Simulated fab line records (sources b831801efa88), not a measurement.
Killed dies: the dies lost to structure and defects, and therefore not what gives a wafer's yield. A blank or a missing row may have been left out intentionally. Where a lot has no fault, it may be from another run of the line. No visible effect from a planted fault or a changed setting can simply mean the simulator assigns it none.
fab line records	flow sky130
record lots=12	wafers=36	lastDay=50
route steps=708 shown LDD_HVN@275 LDD_LDN@296 POLY_CUT@317 LOCAL_INTERCONNECT@387
lots untouched by any fault: they come from a run of this same line in which no faults occurred
startH: start of the lot's first displayed wafer, in hours after the record's first day	waitH: time in hours since the lot's previous step	" identical to the entry in the row above	L1.1+2: a single row standing in for several wafers	- no value, or no start was given	* or withheld: withheld	< > ~ a bound
route shown NAME@n: a module of which the file shows steps, and the number in the route of the first	usual: mean/standard deviation of fault-free wafers	same: alike in all rows	chamber/n: place in a boat	sites: readings site by site	_std_site: the standard deviation of these	_edge_site: outer sites' mean less inner sites'	radiusMm: how far each site lies from the wafer's centre	mask NAME#n: copy n	behind: the most recent tool/chamber to have shaped the wafer	hold: reason for holding the lot/hours on hold/outcome of the hold	device: transistor that didn't switch, given as n, p or np	end of line: the same wafers' tests at the end of the route	step lacking rows: just its recipe	killed: dies lost to structure and defects at the first sort, not the wafer's yield	map: shows each die of a wafer: x if killed, . if not, _ if none is there
set.NAME: the setting that was run; set.NAME@STEP: the one run at that earlier step	model.NAME: the simulator's own value behind a step, which no gauge read
the route's steps for a sample of lots (tables are steps, rows are wafers)
services: from which hour (startH, from the record's first day; less than 0 if before it) a tool's chamber was out of use, for how many hours, and why
## steps
# step SKY_LDD_HVN_IMPLANT_08
# recipe species=P	energyKev=60.67	doseCm2=3e+13	tiltDeg=40
lot.wafer	tool	chamber	startH	waitH
L804.1+3+5	implanter-03	0	452.23	0.0
L805.3+4+5	implanter-02	0	468.78	0.1
L806.2+5+6	implanter-03	0	502.05	0.0
L809.1+3+5	implanter-02	0	532.87	0.0
L808.3+4+6	implanter-01	0	533.57	0.1
L811.1+4+6	implanter-01	0	535.68	0.0
L810.1+2+6	implanter-03	0	537.48	0.0
L816.2+3+6	implanter-02	0	574.84	0.0
L819.1+3+6	implanter-03	0	594.12	0.0
L824.1+4+6	implanter-01	0	648.33	0.0
L826.3+4+5	implanter-02	0	652.43	0.1
L827.2+3+5	implanter-03	0	669.20	0.0
# step SKY_LDD_HVN_TW_MEAS_10
# usual LDD_HVN_TW=1446/12
lot.wafer	tool	chamber	startH	waitH	LDD_HVN_TW
L804.1	filmMetro-02	-	452.48	0.1	1429
L804.3	"	-	"	"	1437
L804.5	"	-	"	"	1429
L805.3	filmMetro-03	-	469.00	0.1	1440
L805.4	"	-	"	"	1448
L805.5	"	-	"	"	1437
L806.2	filmMetro-02	-	502.28	0.1	1439
L806.5	"	-	"	"	1439
L806.6	"	-	"	"	1440
L809.1	filmMetro-03	-	533.12	0.1	1434
L809.3	"	-	"	"	1434
L809.5	"	-	"	"	1440
L808.3	filmMetro-01	-	533.79	0.1	1452
L808.4	"	-	"	"	1461
L808.6	"	-	"	"	1451
L811.1	filmMetro-01	-	535.93	0.1	1459
L811.4	"	-	"	"	1456
L811.6	"	-	"	"	1454
L810.1	filmMetro-01	-	537.73	0.1	1453
L810.2	"	-	"	"	1448
L810.6	"	-	"	"	1451
L816.2	filmMetro-03	-	575.08	0.1	1435
L816.3	"	-	"	"	1435
L816.6	"	-	"	"	1426
L819.1	filmMetro-02	-	594.37	0.1	1413
L819.3	"	-	"	"	1417
L819.6	"	-	"	"	1415
L824.1	filmMetro-03	-	648.58	0.1	1439
L824.4	"	-	"	"	1438
L824.6	"	-	"	"	1433
L826.3	filmMetro-03	-	652.65	0.1	1440
L826.4	"	-	"	"	1441
L826.5	"	-	"	"	1438
L827.2	filmMetro-01	-	669.44	0.1	1457
L827.3	"	-	"	"	1465
L827.5	"	-	"	"	1459
# step SKY_LDD_LDN_OVL_MEAS_07
# usual LDD_LDN_OVL=0.1/1.4
lot.wafer	tool	chamber	startH	waitH	LDD_LDN_OVL[nm]
L804.1	overlay-02	-	513.44	0.1	-0.8
L804.3	"	-	"	"	0.7
L804.5	"	-	"	"	-1.4
L805.3	overlay-01	-	528.89	0.1	-1.1
L805.4	"	-	"	"	1.4
L805.5	"	-	"	"	0.7
L806.2	overlay-01	-	562.40	0.1	0.9
L806.5	"	-	"	"	-0.7
L806.6	"	-	"	"	0.3
L809.1	overlay-01	-	592.83	0.1	1.3
L809.3	"	-	"	"	1.9
L809.5	"	-	"	"	1.8
L808.3	overlay-02	-	593.31	0.1	1.3
L808.4	"	-	"	"	2.7
L808.6	"	-	"	"	2.3
L811.1	overlay-01	-	594.78	0.1	0.0
L811.4	"	-	"	"	-0.8
L811.6	"	-	"	"	0.8
L810.1	overlay-02	-	596.55	0.1	0.6
L810.2	"	-	"	"	0.1
L810.6	"	-	"	"	1.9
L816.2	overlay-01	-	633.43	0.1	1.4
L816.3	"	-	"	"	2.1
L816.6	"	-	"	"	1.7
L819.1	overlay-02	-	652.64	0.1	2.2
L819.3	"	-	"	"	0.9
L819.6	"	-	"	"	2.6
L824.1	overlay-02	-	705.09	0.1	-1.9
L824.4	"	-	"	"	-3.4
L824.6	"	-	"	"	-1.6
L826.3	overlay-02	-	707.95	0.1	-1.4
L826.4	"	-	"	"	-0.1
L826.5	"	-	"	"	-0.5
L827.2	overlay-02	-	724.85	0.1	1.3
L827.3	"	-	"	"	0.9
L827.5	"	-	"	"	0.3
# step SKY_POLY_CUT_ETCH_10
# recipe chemistry=N2/H2	target=BARC	ionEnergyEv=200	sourceW=500	biasW=100	pressureMtorr=30	n2FlowSccm=100	h2FlowSccm=200	stopOn=SiO2	timeS=45.9	targetDepthA=600
# usual chamberPressureMTorr=29.995/0.026	drypumpMotorCurrentA=5.6/0.42	oesProductAu=0.855/0.0045	throttleValvePct=13.225/0.0093
lot.wafer	tool	chamber	startH	waitH	chamberPressureMTorr	drypumpMotorCurrentA	oesProductAu	rfHoursCounterH	throttleValvePct
L804.1	rieDiel-02	2	545.55	0.0	29.990	5.6	0.851	4	13.233
L804.3	"	3	"	"	30.015	6.1	0.855	28	13.212
L804.5	"	3	"	"	30.002	6.1	0.849	-	13.237
L805.3	rieDiel-03	0	576.79	0.0	30.014	5.5	0.855	16	13.221
L805.4	"	2	"	"	30.050	4.7	0.853	0	13.221
L805.5	"	1	"	"	29.988	5.3	0.858	-	13.224
L806.2	rieDiel-02	1	595.80	0.0	29.984	6.3	0.851	2	13.215
L806.5	"	3	"	"	29.984	6.1	0.852	-	13.244
L806.6	"	0	"	"	29.953	6.2	0.856	-	13.228
L808.3	rieDiel-03	3	626.19	0.0	30.028	5.5	0.857	5	13.232
L808.4	"	0	"	"	30.037	5.5	0.862	17	13.233
L808.6	"	0	"	"	30.005	5.5	0.860	-	13.229
L809.1	rieDiel-02	1	626.54	0.0	29.994	6.3	0.858	3	13.243
L809.3	"	0	"	"	29.983	6.2	0.849	61	13.230
L809.5	"	2	"	"	30.034	5.6	0.850	-	13.233
L811.1	rieDiel-04	2	629.09	0.0	30.012	5.3	0.849	52	13.214
L811.4	"	1	"	"	29.948	5.5	0.848	9	13.225
L811.6	"	3	"	"	29.981	5.3	0.851	-	13.207
L810.1	rieDiel-03	0	629.28	0.0	29.996	5.5	0.855	17	13.235
L810.2	"	2	"	"	30.002	4.8	0.855	1	13.231
L810.6	"	3	"	"	30.036	5.5	0.853	-	13.223
L816.2	rieDiel-02	3	663.40	0.0	29.986	6.1	0.856	32	13.228
L816.3	"	0	"	"	29.926	6.2	0.848	62	13.218
L816.6	"	0	"	"	29.991	6.2	0.859	-	13.234
L819.1	rieDiel-04	3	683.85	0.0	29.994	5.3	0.841	21	13.241
L819.3	"	2	"	"	29.977	5.4	0.855	53	13.214
L819.6	"	2	"	"	30.037	5.4	0.858	-	13.229
L824.1	rieDiel-04	1	735.83	0.0	30.015	5.5	0.851	12	13.243
L824.4	"	1	"	"	30.033	5.5	0.855	-	13.234
L824.6	"	0	"	"	29.992	5.3	0.849	-	13.225
L826.3	rieDiel-02	1	737.79	0.0	29.999	6.3	0.860	6	13.226
L826.4	"	3	"	"	29.990	6.1	0.858	34	13.221
L826.5	"	0	"	"	30.012	6.2	0.859	-	13.230
L827.2	rieDiel-03	2	753.84	0.0	30.002	4.7	0.856	3	13.227
L827.3	"	3	"	"	30.031	5.5	0.849	8	13.214
L827.5	"	0	"	"	29.983	5.5	0.852	-	13.217
# step SKY_LOCAL_INTERCONNECT_SPUTTER_00
# recipe material=TiN	targetThkNm=100	tempC=300	powerW=6500	timeS=83.3	chamberPressurePa=0.4
# usual throttleValvePct=29.6/0.87
lot.wafer	tool	chamber	startH	waitH	throttleValvePct
L804.1	pvdSputter-03	-	666.36	0.1	30.1
L804.3	"	-	"	"	29.4
L804.5	"	-	"	"	28.2
L805.3	pvdSputter-03	-	697.87	0.2	30.0
L805.4	"	-	"	"	29.2
L805.5	"	-	"	"	28.8
L806.2	pvdSputter-01	-	713.25	0.1	28.5
L806.5	"	-	"	"	30.0
L806.6	"	-	"	"	28.6
L808.3	pvdSputter-01	-	740.94	0.1	28.7
L808.4	"	-	"	"	30.8
L808.6	"	-	"	"	29.7
L809.1	pvdSputter-03	-	741.86	0.1	28.9
L809.3	"	-	"	"	30.0
L809.5	"	-	"	"	29.3
L811.1	pvdSputter-01	-	744.17	0.2	29.5
L811.4	"	-	"	"	28.8
L811.6	"	-	"	"	29.6
L810.1	pvdSputter-03	-	745.47	0.2	30.2
L810.2	"	-	"	"	28.9
L810.6	"	-	"	"	29.2
L816.2	pvdSputter-01	-	774.26	0.1	29.7
L816.3	"	-	"	"	28.5
L816.6	"	-	"	"	30.1
L819.1	pvdSputter-02	-	795.36	0.2	30.5
L819.3	"	-	"	"	30.5
L819.6	"	-	"	"	31.4
L824.1	pvdSputter-02	-	846.36	0.1	30.7
L824.4	"	-	"	"	31.7
L824.6	"	-	"	"	31.7
L826.3	pvdSputter-03	-	848.45	0.3	28.4
L826.4	"	-	"	"	29.5
L826.5	"	-	"	"	29.1
L827.2	pvdSputter-01	-	862.40	0.1	30.0
L827.3	"	-	"	"	30.9
L827.5	"	-	"	"	28.6
## services
tool	chamber	startH	hours	kind
implanter-03	-	452.63	3.2	pm
rieDiel-02	-	455.08	0.1	repair
rieDiel-03	3	462.49	12.9	repair
rieDiel-02	-	483.64	0.5	repair
pvdSputter-01	-	513.92	7.7	repair
pvdSputter-01	-	514.00	1.0	repair
rieDiel-02	0	527.52	24.7	repair
rieDiel-02	0	556.85	6.9	repair
implanter-03	-	569.74	4.8	repair
pvdSputter-01	-	578.92	2.1	repair
implanter-03	-	590.13	2.3	repair
pvdSputter-03	-	600.49	2.4	repair
pvdSputter-03	-	621.22	8.2	repair
pvdSputter-01	-	641.66	7.3	repair
rieDiel-02	2	671.48	11.9	repair
rieDiel-02	3	675.98	3.8	repair
implanter-03	-	680.61	4.1	pm
pvdSputter-03	-	700.76	12.6	repair
pvdSputter-01	-	728.36	1.1	repair
implanter-03	-	741.02	10.5	repair
rieDiel-02	-	750.08	0.1	repair
implanter-03	-	751.49	3.4	pm
rieDiel-02	-	843.79	0.2	repair
pvdSputter-01	-	847.18	9.9	repair
## key
firstSign step=SKY_LDD_HVN_TW_MEAS_10	reading=LDD_HVN_TW	direction=down	sigmas=2.6	usual=1446	struck=1415
effect none on later readings
metAt SKY_LDD_HVN_IMPLANT_08
struckLots L819
testerLeftOut L819
notActingAt SKY_LDD_LDN_OVL_MEAS_07,SKY_POLY_CUT_ETCH_10,SKY_LOCAL_INTERCONNECT_SPUTTER_00
onsetBetween 537.48 594.12
fault kind=processParameterDrift	tool=implanter-03	chamber=-	onsetH=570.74	steps=SKY_LDD_HVN_IMPLANT_08	channel=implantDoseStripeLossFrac	offset=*	shape=step	endH=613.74
# testerLeftOut: of these lots the tester's yield and bins aren't shown, on N5 and GAA mostly nor the transistor test; their killed dies are dies lost to structure and defects alone, not to doping, threshold or leakage, so they don't give the yield
